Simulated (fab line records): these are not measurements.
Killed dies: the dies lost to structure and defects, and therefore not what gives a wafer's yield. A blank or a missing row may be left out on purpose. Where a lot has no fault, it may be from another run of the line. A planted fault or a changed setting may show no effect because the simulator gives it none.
fab line records	flow sky130	part 1 of 2: steps 1 to 28 of 37
record lots=5	wafers=15	last-day=50
route steps=708 shown VIA1@470 METAL2@483
lots with no fault: from the same line, run without faults
start-h: start of the lot's first displayed wafer, in hours after the record's first day	wait-h: hours from the lot's prior step to this one	" repeats the value in the row above	L1.1+2: a single row standing in for several wafers	- either no value or no given start	* or withheld: withheld	< > ~ a bound
route shown NAME@n: names a module that has steps shown in the file, with the first one's number in the route	usual: mean and standard deviation over wafers with no fault	same: alike in all rows	chamber/n: place in a boat	sites: each site's reading	_std_site: how widely they spread, as a standard deviation	_edge_site: mean of outer sites minus mean of inner sites	radius-mm: how far each site lies from the wafer's centre	mask NAME#n: copy n	behind: the tool/chamber that last shaped the wafer	hold: why the lot was held/for how many hours/how that ended	device: transistor that didn't switch, given as n, p or np	end of line: the route-end tests of the same wafers	step lacking rows: just its recipe	killed: not the wafer's yield, but the dies lost to structure and defects at the first sort	map: a wafer's dies, x killed, . not, _ none there
set.NAME: the run value of the setting; set.NAME@STEP: its run value at that earlier step	model.NAME: the simulator's own value behind a step, which no gauge read
lots seen at some steps along the route; tables by step, rows by wafer
services: a tool's chamber out of use, with start hour (start-h, from the record's first day; less than 0 if before it), hours out, and reason
## steps
# step SKY_VIA1_CD_MEAS_12
# recipe target-cd-nm=150
# usual cd-nm=150.0/1.6
lot.wafer	tool	chamber	start-h	wait-h	cd-nm
L081.2	cd-sem-01	-	840.80	-	151.4
L081.4	"	-	"	"	150.6
L081.5	"	-	"	"	148.8
L092.1	cd-sem-01	-	919.83	-	150.6
L092.4	"	-	"	"	151.2
L092.5	"	-	"	"	149.7
L093.3	cd-sem-01	-	927.42	-	151.1
L093.4	"	-	"	"	151.9
L093.6	"	-	"	"	151.4
L094.1	cd-sem-01	-	931.03	-	149.6
L094.5	"	-	"	"	149.2
L094.6	"	-	"	"	149.9
L097.1	cd-sem-01	-	951.77	-	147.2
L097.3	"	-	"	"	146.9
L097.6	"	-	"	"	147.8
# step SKY_VIA1_OVL_MEAS_13
# usual VIA1_OVL=4/5.1
lot.wafer	tool	chamber	start-h	wait-h	VIA1_OVL[nm]
L081.2	overlay-01	-	840.90	0.1	4
L081.4	"	-	"	"	2
L081.5	"	-	"	"	-5
L092.1	overlay-02	-	919.95	0.1	10
L092.4	"	-	"	"	3
L092.5	"	-	"	"	11
L093.3	overlay-01	-	927.51	0.1	4
L093.4	"	-	"	"	4
L093.6	"	-	"	"	-1
L094.1	overlay-01	-	931.15	0.1	12
L094.5	"	-	"	"	13
L094.6	"	-	"	"	0
L097.1	overlay-02	-	951.89	0.1	12
L097.3	"	-	"	"	4
L097.6	"	-	"	"	2
# step SKY_VIA1_ETCH_14
# recipe chemistry=N2/H2	target=BARC	ion-energy-ev=200	source-w=500	bias-w=100	pressure-mtorr=30	n2-flow-sccm=100	h2-flow-sccm=200	stop-on=SiO2	time-s=45.9	target-depth-a=600
# usual drypump-motor-current-A=5.7/0.42	oes-product-au=0.854/0.004	throttle-valve-pct=13.224/0.0091
lot.wafer	tool	chamber	start-h	wait-h	drypump-motor-current-A	oes-product-au	rf-hours-counter-h	throttle-valve-pct
L081.2	rie-diel-01	3	840.93	0.0	5.3	0.856	15	13.224
L081.4	"	2	"	"	5.0	0.855	3	13.223
L081.5	"	3	"	"	5.3	0.857	-	13.204
L092.1	rie-diel-02	2	919.98	0.0	5.8	0.853	9	13.220
L092.4	"	1	"	"	5.7	0.856	25	13.225
L092.5	"	0	"	"	5.5	0.852	-	13.227
L093.3	rie-diel-01	1	927.54	0.0	6.1	0.850	7	13.239
L093.4	"	3	"	"	5.3	0.850	17	13.222
L093.6	"	0	"	"	5.9	0.851	-	13.233
L094.1	rie-diel-01	1	931.19	0.0	6.1	0.854	7	13.227
L094.5	"	0	"	"	5.8	0.858	-	13.219
L094.6	"	1	"	"	6.1	0.846	-	13.237
L097.1	rie-diel-03	0	951.92	0.0	6.2	0.854	2	13.232
L097.3	"	3	"	"	6.0	0.856	7	13.227
L097.6	"	0	"	"	6.2	0.857	-	13.228
# step SKY_VIA1_ETCH_15
# recipe target=SiO2	chemistry=C4F8/O2/Ar	target-depth-nm=351	stop-on=TiN	mask-material=KrF-thick	source-w=1500	bias-w=1200	pressure-mtorr=40	c4f8-flow-sccm=withheld	O2_flow_sccm=6	Ar_flow_sccm=300	time-s=54
# usual oes-product-au=0.981/0.0059
lot.wafer	tool	chamber	start-h	wait-h	oes-product-au	rf-hours-counter-h
L081.2	rie-diel-01	3	840.98	0.0	0.984	15
L081.4	"	2	"	"	0.986	3
L081.5	"	3	"	"	0.988	-
L092.1	rie-diel-02	2	920.03	0.0	0.979	9
L092.4	"	1	"	"	0.975	25
L092.5	"	0	"	"	0.987	-
L093.3	rie-diel-01	1	927.58	0.0	0.987	7
L093.4	"	3	"	"	0.994	17
L093.6	"	0	"	"	0.989	-
L094.1	rie-diel-01	1	931.23	0.0	0.985	7
L094.5	"	0	"	"	0.979	-
L094.6	"	1	"	"	0.992	-
L097.1	rie-diel-03	0	951.96	0.0	0.980	3
L097.3	"	3	"	"	0.987	7
L097.6	"	0	"	"	0.976	-
# step SKY_VIA1_STRIP_16
# recipe chemistry=O2/N2	power-w=1400	pressure-mtorr=1500	platen-temp-c=withheld	o2-flow-sccm=3000	n2-flow-sccm=300	overash-fraction=0.5
# usual drypump-motor-current-A=5.7/0.38	o2-flow-sccm=3002/9.5	oes-product-au=0.415/0.0046	strip-time-to-endpoint-s=4.452/0.023
lot.wafer	tool	chamber	start-h	wait-h	drypump-motor-current-A	o2-flow-sccm	oes-product-au	rf-hours-counter-h	strip-time-to-endpoint-s
L081.2	plasma-asher-01	1	841.02	0.0	5.5	2996	0.422	66	4.442
L081.4	"	0	"	"	6.2	3003	0.416	-	4.455
L081.5	"	0	"	"	6.2	2981	0.410	-	4.456
L092.1	plasma-asher-03	0	920.07	0.0	5.8	2986	0.414	109	4.435
L092.4	"	0	"	"	5.8	3004	0.412	-	4.437
L092.5	"	0	"	"	5.8	2998	0.413	-	4.438
L093.3	plasma-asher-02	0	927.66	0.1	6.2	3007	0.412	-	4.427
L093.4	"	1	"	"	5.2	2999	0.419	-	4.441
L093.6	"	1	"	"	5.2	2997	0.416	-	4.472
L094.1	plasma-asher-01	1	931.27	0.0	5.5	3006	0.414	75	4.450
L094.5	"	1	"	"	5.4	3014	0.411	-	4.464
L094.6	"	0	"	"	6.1	2990	0.415	-	4.427
L097.1	plasma-asher-01	0	952.01	0.0	6.2	3009	0.416	77	4.465
L097.3	"	0	"	"	6.1	3015	0.413	-	4.463
L097.6	"	0	"	"	6.1	3006	0.415	-	4.471
# step SKY_VIA1_STRIP_17
# recipe chemistry=post-etch-residue-remover	time-s=1200	temp-c=72.5
lot.wafer	tool	chamber	start-h	wait-h
L081.2+4+5	wet-bench-01	0	841.12	0.1
L092.1+4+5	wet-bench-01	2	920.17	0.1
L093.3+4+6	wet-bench-03	2	927.72	0.0
L094.1+5+6	wet-bench-03	3	931.37	0.1
L097.1+3+6	wet-bench-03	0	952.11	0.1
# step SKY_VIA1_CLEAN_18
# recipe chemistry=IPA	time-s=180	temp-c=25
lot.wafer	tool	chamber	start-h	wait-h
L081.2+4+5	wet-bench-02	2	841.50	0.0
L092.1+4+5	wet-bench-02	0	920.52	0.0
L093.3+4+6	wet-bench-01	2	928.07	0.0
L094.1+5+6	wet-bench-02	3	931.72	0.0
L097.1+3+6	wet-bench-02	1	952.45	0.0
# step SKY_VIA1_CLEAN_19
# recipe chemistry=O3/DIW	dry=n2-spin
lot.wafer	tool	chamber	start-h	wait-h
L081.2+4+5	wet-bench-03	0	841.55	0.0
L092.1+4+5	wet-bench-03	2	920.58	0.0
L093.3+4+6	wet-bench-03	3	928.12	0.0
L094.1+5+6	wet-bench-01	1	931.77	0.0
L097.1+3+6	wet-bench-01	3	952.51	0.0
# step SKY_VIA1_SPUTTER_20
# recipe material=TiN	target-thk-nm=20	chamber-pressure-pa=5	power-w=4000	time-s=80
# usual throttle-valve-pct=29.7/0.87
lot.wafer	tool	chamber	start-h	wait-h	throttle-valve-pct
L081.2	pvd-sputter-02	-	841.65	0.0	29.7
L081.4	"	-	"	"	29.3
L081.5	"	-	"	"	29.2
L092.1	pvd-sputter-02	-	920.67	0.0	29.7
L092.4	"	-	"	"	29.2
L092.5	"	-	"	"	29.2
L093.3	pvd-sputter-03	-	928.22	0.0	29.2
L093.4	"	-	"	"	30.9
L093.6	"	-	"	"	29.3
L094.1	pvd-sputter-04	-	931.87	0.0	31.3
L094.5	"	-	"	"	29.6
L094.6	"	-	"	"	27.2
L097.1	pvd-sputter-02	-	952.60	0.0	29.7
L097.3	"	-	"	"	29.4
L097.6	"	-	"	"	29.9
# step SKY_VIA1_CVD_21
# recipe material=W	target-thk-nm=270	time-s=80.902	temp-c=400	pressure-torr=40
# usual heater-power-w=878/54
lot.wafer	tool	chamber	start-h	wait-h	heater-power-w
L081.2	cvd-w-01	1	841.71	0.0	862
L081.4	"	0	"	"	933
L081.5	"	1	"	"	860
L092.1	cvd-w-01	0	920.73	0.0	824
L092.4	"	0	"	"	826
L092.5	"	0	"	"	849
L093.3	cvd-w-02	1	928.31	0.1	817
L093.4	"	0	"	"	948
L093.6	"	0	"	"	942
L094.1	cvd-w-01	1	931.93	0.0	910
L094.5	"	1	"	"	868
L094.6	"	0	"	"	834
L097.1	cvd-w-01	0	952.66	0.0	853
L097.3	"	1	"	"	915
L097.6	"	1	"	"	920
# step SKY_VIA1_RS_MEAS_22
# recipe thk-meas-gauge=four-point-probe	reads=W_of_VIA1_CVD_21+TiN_of_VIA1_SPUTTER_20
# usual VIA1_W_RS=0.423/0.0082
lot.wafer	tool	chamber	start-h	wait-h	VIA1_W_RS[ohm/sq]
L081.2	film-metro-04	-	841.82	0.1	0.436
L081.4	"	-	"	"	0.431
L081.5	"	-	"	"	0.428
L092.1	film-metro-03	-	920.82	0.1	0.418
L092.4	"	-	"	"	0.423
L092.5	"	-	"	"	0.420
L093.3	film-metro-03	-	928.41	0.1	0.410
L093.4	"	-	"	"	0.415
L093.6	"	-	"	"	0.417
L094.1	film-metro-01	-	932.02	0.1	0.420
L094.5	"	-	"	"	0.419
L094.6	"	-	"	"	0.421
L097.1	film-metro-04	-	952.76	0.1	0.419
L097.3	"	-	"	"	0.417
L097.6	"	-	"	"	0.421
# step SKY_VIA1_THK_MEAS_23
# recipe thk-meas-gauge=xrf	reads=W_of_VIA1_CVD_21
# usual VIA1_W_THK=264/5
lot.wafer	tool	chamber	start-h	wait-h	VIA1_W_THK[nm]
L081.2	film-metro-04	-	841.93	0.1	258
L081.4	"	-	"	"	261
L081.5	"	-	"	"	262
L092.1	film-metro-03	-	920.94	0.1	270
L092.4	"	-	"	"	267
L092.5	"	-	"	"	268
L093.3	film-metro-03	-	928.51	0.1	276
L093.4	"	-	"	"	272
L093.6	"	-	"	"	271
L094.1	film-metro-01	-	932.14	0.1	266
L094.5	"	-	"	"	268
L094.6	"	-	"	"	267
L097.1	film-metro-04	-	952.88	0.1	264
L097.3	"	-	"	"	264
L097.6	"	-	"	"	261
# step SKY_VIA1_CMP_24
# recipe stop-on=SiO2	t-overpolish-s=15	down-force-psi=3.5	platen-rpm=60	target-thk-nm=0	pad-velocity-m-s=0.94248
# usual motor-current-A=11.3/1.6	overpolish-run-s=14.999/0.0088	platen-rpm=60.00/0.04	slurry-filter-dp-kPa=13.52/0.14	time-to-endpoint-s=64/3.4
lot.wafer	tool	chamber	start-h	wait-h	motor-current-A	overpolish-run-s	platen-rpm	slurry-filter-dp-kPa	time-to-endpoint-s
L081.4	cmp-01	0	842.08	0.1	11.2	15.010	60.06	13.67	56
L081.2	"	1	"	"	12.9	14.995	59.97	13.54	61
L081.5	"	2	"	"	12.7	15.013	60.03	13.47	61
L092.4	cmp-02	3	921.05	0.1	14.1	14.993	60.12	13.68	66
L092.1	"	0	"	"	10.3	15.006	59.97	13.50	61
L092.5	"	2	"	"	12.2	15.007	60.01	13.51	61
L093.4	cmp-02	1	928.60	0.1	10.2	15.007	60.01	13.46	71
L093.3	"	2	"	"	12.0	14.997	59.97	13.36	65
L093.6	"	0	"	"	9.8	14.994	60.01	13.34	64
L094.1	cmp-01	3	932.25	0.1	9.0	14.981	59.99	13.31	64
L094.6	"	2	"	"	12.8	15.006	59.95	13.67	64
L094.5	"	3	"	"	8.7	15.005	60.06	13.53	64
L097.1	cmp-01	3	952.94	0.1	8.8	15.002	59.98	13.43	64
L097.3	"	0	"	"	10.3	14.982	60.00	13.41	62
L097.6	"	3	"	"	8.8	14.996	60.03	13.64	62
# step SKY_METAL2_SPUTTER_00
# recipe material=Ti	target-thk-nm=15	power-w=3000	time-s=10	chamber-pressure-pa=0.4
# usual throttle-valve-pct=30.2/0.7
lot.wafer	tool	chamber	start-h	wait-h	throttle-valve-pct
L081.2	pvd-sputter-01	-	842.28	0.1	31.3
L081.4	"	-	"	"	30.9
L081.5	"	-	"	"	31.0
L092.1	pvd-sputter-01	-	921.30	0.1	31.6
L092.4	"	-	"	"	30.8
L092.5	"	-	"	"	31.0
L093.3	pvd-sputter-01	-	928.85	0.1	29.9
L093.4	"	-	"	"	31.1
L093.6	"	-	"	"	31.4
L094.1	pvd-sputter-01	-	932.50	0.2	31.0
L094.5	"	-	"	"	31.3
L094.6	"	-	"	"	31.2
L097.1	pvd-sputter-02	-	953.24	0.2	30.1
L097.3	"	-	"	"	29.3
L097.6	"	-	"	"	29.9
# step SKY_METAL2_SPUTTER_01
# recipe material=TiN	target-thk-nm=20	power-w=6500	time-s=16.7	chamber-pressure-pa=0.4
# usual throttle-valve-pct=30.2/0.7
lot.wafer	tool	chamber	start-h	wait-h	throttle-valve-pct
L081.2	pvd-sputter-01	-	842.30	0.0	31.1
L081.4	"	-	"	"	30.9
L081.5	"	-	"	"	30.6
L092.1	pvd-sputter-01	-	921.33	0.0	31.7
L092.4	"	-	"	"	30.9
L092.5	"	-	"	"	30.9
L093.3	pvd-sputter-01	-	928.87	0.0	30.2
L093.4	"	-	"	"	31.0
L093.6	"	-	"	"	31.4
L094.1	pvd-sputter-01	-	932.52	0.0	30.9
L094.5	"	-	"	"	31.4
L094.6	"	-	"	"	31.2
L097.1	pvd-sputter-02	-	953.26	0.0	29.8
L097.3	"	-	"	"	28.8
L097.6	"	-	"	"	29.8
# step SKY_METAL2_SPUTTER_02
# recipe material=AlCu	target-thk-nm=250	power-w=10600	time-s=13.3	chamber-pressure-pa=0.4
# usual throttle-valve-pct=30.2/0.71
lot.wafer	tool	chamber	start-h	wait-h	throttle-valve-pct
L081.2	pvd-sputter-01	-	842.33	0.0	30.9
L081.4	"	-	"	"	30.5
L081.5	"	-	"	"	30.8
L092.1	pvd-sputter-01	-	921.35	0.0	31.8
L092.4	"	-	"	"	30.8
L092.5	"	-	"	"	31.0
L093.3	pvd-sputter-01	-	928.90	0.0	30.0
L093.4	"	-	"	"	31.0
L093.6	"	-	"	"	31.4
L094.1	pvd-sputter-01	-	932.55	0.0	31.4
L094.5	"	-	"	"	31.7
L094.6	"	-	"	"	31.0
L097.1	pvd-sputter-02	-	953.28	0.0	29.9
L097.3	"	-	"	"	29.2
L097.6	"	-	"	"	30.0
# step SKY_METAL2_SPUTTER_03
# recipe material=Ti	target-thk-nm=5	power-w=3000	time-s=3.3	chamber-pressure-pa=0.4
# usual throttle-valve-pct=30.2/0.7
lot.wafer	tool	chamber	start-h	wait-h	throttle-valve-pct
L081.2	pvd-sputter-01	-	842.35	0.0	31.3
L081.4	"	-	"	"	31.0
L081.5	"	-	"	"	30.7
L092.1	pvd-sputter-01	-	921.38	0.0	31.4
L092.4	"	-	"	"	30.8
L092.5	"	-	"	"	30.8
L093.3	pvd-sputter-01	-	928.92	0.0	30.3
L093.4	"	-	"	"	31.3
L093.6	"	-	"	"	31.1
L094.1	pvd-sputter-01	-	932.57	0.0	31.2
L094.5	"	-	"	"	31.3
L094.6	"	-	"	"	31.1
L097.1	pvd-sputter-02	-	953.31	0.0	30.1
L097.3	"	-	"	"	29.2
L097.6	"	-	"	"	29.6
# step SKY_METAL2_SPUTTER_04
# recipe material=TiN	target-thk-nm=70	power-w=6500	time-s=58.3	chamber-pressure-pa=0.4
# usual throttle-valve-pct=30.2/0.68
lot.wafer	tool	chamber	start-h	wait-h	throttle-valve-pct
L081.2	pvd-sputter-01	-	842.37	0.0	31.2
L081.4	"	-	"	"	30.7
L081.5	"	-	"	"	31.0
L092.1	pvd-sputter-01	-	921.39	0.0	31.4
L092.4	"	-	"	"	30.8
L092.5	"	-	"	"	30.8
L093.3	pvd-sputter-01	-	928.94	0.0	30.1
L093.4	"	-	"	"	30.9
L093.6	"	-	"	"	31.5
L094.1	pvd-sputter-01	-	932.59	0.0	31.0
L094.5	"	-	"	"	31.5
L094.6	"	-	"	"	31.5
L097.1	pvd-sputter-02	-	953.33	0.0	29.8
L097.3	"	-	"	"	29.4
L097.6	"	-	"	"	30.2
# step SKY_METAL2_RS_MEAS_05
# recipe thk-meas-gauge=four-point-probe	reads=TiN_of_METAL2_SPUTTER_04+Ti_of_METAL2_SPUTTER_03+AlCu_of_METAL2_SPUTTER_02+TiN_of_METAL2_SPUTTER_01+Ti_of_METAL2_SPUTTER_00
# usual METAL2_ALCU_RS=0.1274/0.002
lot.wafer	tool	chamber	start-h	wait-h	METAL2_ALCU_RS[ohm/sq]
L081.2	film-metro-04	-	842.44	0.0	0.1275
L081.4	"	-	"	"	0.1263
L081.5	"	-	"	"	0.1270
L092.1	film-metro-04	-	921.44	0.0	0.1286
L092.4	"	-	"	"	0.1290
L092.5	"	-	"	"	0.1298
L093.3	film-metro-03	-	929.03	0.1	0.1258
L093.4	"	-	"	"	0.1296
L093.6	"	-	"	"	0.1284
L094.1	film-metro-04	-	932.64	0.0	0.1272
L094.5	"	-	"	"	0.1266
L094.6	"	-	"	"	0.1284
L097.1	film-metro-04	-	953.38	0.0	0.1240
L097.3	"	-	"	"	0.1268
L097.6	"	-	"	"	0.1224
# step SKY_METAL2_THK_MEAS_06
# recipe thk-meas-gauge=xrf	reads=AlCu_of_METAL2_SPUTTER_02
# usual METAL2_ALCU_THK=249/3.9
lot.wafer	tool	chamber	start-h	wait-h	METAL2_ALCU_THK[nm]
L081.2	film-metro-04	-	842.55	0.1	246
L081.4	"	-	"	"	250
L081.5	"	-	"	"	248
L092.1	film-metro-04	-	921.56	0.1	245
L092.4	"	-	"	"	246
L092.5	"	-	"	"	244
L093.3	film-metro-03	-	929.13	0.1	252
L093.4	"	-	"	"	243
L093.6	"	-	"	"	246
L094.1	film-metro-04	-	932.76	0.1	249
L094.5	"	-	"	"	250
L094.6	"	-	"	"	247
L097.1	film-metro-04	-	953.50	0.1	257
L097.3	"	-	"	"	249
L097.6	"	-	"	"	258
# step SKY_METAL2_DEHYDRATE_07
# recipe temp-c=200	time-s=60
lot.wafer	tool	chamber	start-h	wait-h
L081.2+4+5	litho-track-04	0	854.50	11.9
L092.1+4+5	litho-track-03	0	933.02	11.4
L093.3+4+6	litho-track-02	0	939.58	10.4
L094.1+5+6	litho-track-04	0	944.33	11.6
L097.1+3+6	litho-track-02	0	963.58	10.1
# step SKY_METAL2_HMDS_08
# recipe prime-time-s=60	prime-temp-c=120
lot.wafer	tool	chamber	start-h	wait-h
L081.2+4+5	litho-track-04	0	854.65	0.1
L092.1+4+5	litho-track-03	0	933.17	0.1
L093.3+4+6	litho-track-02	0	939.73	0.1
L094.1+5+6	litho-track-04	0	944.48	0.1
L097.1+3+6	litho-track-02	0	963.73	0.1
# step SKY_METAL2_COAT_09
# recipe resist=BARC	temp-c=withheld	time-s=withheld	spin-rpm=3000	resist-thk-nm=60
# usual spin-speed-rpm=3000.3/2
lot.wafer	tool	chamber	start-h	wait-h	spin-speed-rpm
L081.2	litho-track-04	0	854.80	0.1	3002.2
L081.4	"	0	"	"	3001.5
L081.5	"	0	"	"	3000.5
L092.1	litho-track-03	0	933.32	0.1	3000.5
L092.4	"	0	"	"	3001.1
L092.5	"	0	"	"	2999.6
L093.3	litho-track-02	0	939.88	0.1	2998.9
L093.4	"	0	"	"	3000.6
L093.6	"	0	"	"	3002.6
L094.1	litho-track-04	0	944.63	0.1	2999.2
L094.5	"	0	"	"	3003.8
L094.6	"	0	"	"	2997.9
L097.1	litho-track-02	0	963.88	0.1	3004.3
L097.3	"	0	"	"	3000.6
L097.6	"	0	"	"	3004.9
# step SKY_METAL2_COAT_10
# recipe resist=KrF-thick	spin-rpm=3000	resist-thk-nm=450
# usual spin-speed-rpm=3000.2/2.2
lot.wafer	tool	chamber	start-h	wait-h	spin-speed-rpm
L081.2	litho-track-04	0	-	-	3003.2
L081.4	"	0	"	"	3002.5
L081.5	"	0	"	"	3005.5
L092.1	litho-track-03	0	-	-	2999.9
L092.4	"	0	"	"	3000.7
L092.5	"	0	"	"	3002.6
L093.3	litho-track-02	0	-	-	3001.1
L093.4	"	0	"	"	2999.3
L093.6	"	0	"	"	3002.4
L094.1	litho-track-04	0	-	-	3003.0
L094.5	"	0	"	"	2993.7
L094.6	"	0	"	"	3000.8
L097.1	litho-track-02	0	-	-	3000.5
L097.3	"	0	"	"	3004.0
L097.6	"	0	"	"	3002.9
# step SKY_METAL2_SOFTBAKE_11
# recipe temp-c=100	time-s=90	resist=KrF-thick
lot.wafer	tool	chamber	start-h	wait-h
L081.2+4+5	litho-track-04	0	-	-
L092.1+4+5	litho-track-03	0	-	-
L093.3+4+6	litho-track-02	0	-	-
L094.1+5+6	litho-track-04	0	-	-
L097.1+3+6	litho-track-02	0	-	-
# step SKY_METAL2_EXPOSE_12
# recipe mask-id=MM2	na=0.8	source-shape=annular	sigma-inner=0.55	sigma-outer=0.85	target-cd-nm=140	dose-mj=28
lot.wafer	tool	chamber	start-h	wait-h	mask
L081.2+4+5	krf-scanner-02	0	-	-	MM2#0
L092.1+4+5	krf-scanner-01	0	-	-	MM2#0
L093.3+4+6	krf-scanner-01	0	-	-	MM2#0
L094.1+5+6	krf-scanner-02	0	-	-	MM2#0
L097.1+3+6	krf-scanner-02	0	-	-	MM2#0
# step SKY_METAL2_PEB_13
# recipe peb-temp-c=withheld	peb-time-s=withheld	resist=KrF-thick
lot.wafer	tool	chamber	start-h	wait-h
L081.2+4+5	litho-track-04	0	-	-
L092.1+4+5	litho-track-03	0	-	-
L093.3+4+6	litho-track-02	0	-	-
L094.1+5+6	litho-track-02	0	-	-
L097.1+3+6	litho-track-02	0	-	-
# step SKY_METAL2_DEVELOP_14
# recipe develop-time-s=60	resist=KrF-thick	dev-temp-c=21
lot.wafer	tool	chamber	start-h	wait-h
L081.2+4+5	litho-track-04	0	-	-
L092.1+4+5	litho-track-03	0	-	-
L093.3+4+6	litho-track-02	0	-	-
L094.1+5+6	litho-track-02	0	-	-
L097.1+3+6	litho-track-02	0	-	-
